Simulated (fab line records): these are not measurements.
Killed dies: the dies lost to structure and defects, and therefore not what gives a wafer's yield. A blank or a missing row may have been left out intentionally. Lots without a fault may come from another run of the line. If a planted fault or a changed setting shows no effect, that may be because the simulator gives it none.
A lot that was struck, set against a sound lot | flow gf180mcu | 17 steps out of a route of 602
Sound: these wafers, L749.1, L749.3, L749.5. Struck: wafers L744.1, L744.2, L744.5. Last of all comes the cause.
At each step with rows: each side's tool, then ch and its chambers, then its first start. Under that, the readings that differ: sound wafers | struck wafers | difference of the means | sigmas: that difference in standard deviations of wafers without a fault.
alike: same words and numbers on both sides, and readings whose means sit less than 2 such deviations apart. not compared: any withheld reading, any reading some wafer has no value for, any bound like >300 that may hide the same value, and any number with overlapping values for which the record gives no deviation.
A row with sigmas, a row that says differs or no value, or rows on one side alone: a step with any of these is where the two part. Numbers that have no deviation but don't overlap get no sigmas and don't part them. Lack of a reading on every wafer of one side parts them only where that side has two or more wafers.

first, 1 step without rows for these wafers: GF_CONTACT_ETCH_16 (etches BARC in N2/H2).
GF_CONTACT_ETCH_17: etches SiO2 in C4F8/O2/Ar, stops on CoSi2, target depth 860 nm.
  sound on rieDiel-02 ch 0,2,3; struck on rieDiel-03 ch 1,3
  alike: oesProductAu
GF_CONTACT_STRIP_18: strips in O2/N2.
  sound on plasmaAsher-04 ch 0,1, day 20 11:56; struck on plasmaAsher-03 ch 0,1, day 18 05:15
reading                  | sound       | struck      | difference | sigmas
drypumpMotorCurrentA (A) | 5.3 5.3 5.3 | 6.5 5.4 6.6 | +0.9       | +2
  alike: heaterPowerW, oesProductAu
  not compared: rfHoursCounterH
then, 4 steps without rows for these wafers: GF_CONTACT_CLEAN_19 (cleans in SPM); GF_CONTACT_CLEAN_20 (cleans in DIW); GF_CONTACT_CLEAN_21 (cleans in dHF, time 20 s); GF_CONTACT_SPUTTER_22 (material Ti, target thk 15 nm, time 80.02 s).
GF_CONTACT_SPUTTER_23: material TiN, target thk 10 nm, time 40 s.
  sound: pvdSputter-04 at day 20 12:19; struck: pvdSputter-04 at day 18 05:37
  alike: cathodeDcPowerW, chamberPressurePa, throttleValvePct
then, 1 step without rows for these wafers: GF_CONTACT_CVD_24 (deposits W, target thk 300 nm, time 90.339 s).
GF_CONTACT_RS_MEAS_25: uses a four-point probe to measure.
  sound: filmMetro-04 at day 20 12:27; struck: filmMetro-02 at day 18 05:46
  alike: CONTACT_W_RS
GF_CONTACT_THK_MEAS_26: measures by xrf.
  sound: filmMetro-04 at day 20 12:34; struck: filmMetro-02 at day 18 05:53
  alike: CONTACT_W_THK
GF_CONTACT_CMP_27: polishes, stops on SiO2, t overpolish 15 s, target thk 0 nm.
  sound on cmp-02 ch 0,1,2, day 20 12:38; struck on cmp-02 ch 0,2,3, day 18 05:59
  alike: headPressurePsi, motorCurrentA, overpolishRunS, timeToEndpointS
GF_M1_SPUTTER_00: material Ti, target thk 37.5 nm, time 150 s.
  sound: pvdSputter-01 at day 20 12:56; struck: pvdSputter-01 at day 18 06:14
  no value came back on the struck wafers for cathodeDcPowerW (W), chamberPressurePa (Pa), throttleValvePct (%), timeS (s); on the sound wafers cathodeDcPowerW (W) reads 4000.0 4000.4 4001.2
then, 2 steps without rows for these wafers: GF_M1_SPUTTER_01 (material TiN, target thk 30 nm, time 25 s); GF_M1_SPUTTER_02 (material AlCu, target thk 450 nm, time 23.9 s).
GF_M1_SPUTTER_03: material Ti, target thk 10 nm, time 6.7 s.
  sound: pvdSputter-01 at day 20 13:05; struck: pvdSputter-01 at day 18 06:25
  alike: cathodeDcPowerW, chamberPressurePa, throttleValvePct
then, 1 step without rows for these wafers: GF_M1_SPUTTER_04 (material TiN, target thk 50 nm, time 41.7 s).

WHERE THEY PART
At GF_CONTACT_STRIP_18 first; at GF_M1_SPUTTER_00 last (within this record only). Later steps at which nothing parts them and some readings are alike: GF_M1_SPUTTER_03.

WHY: what had been put in by the simulator
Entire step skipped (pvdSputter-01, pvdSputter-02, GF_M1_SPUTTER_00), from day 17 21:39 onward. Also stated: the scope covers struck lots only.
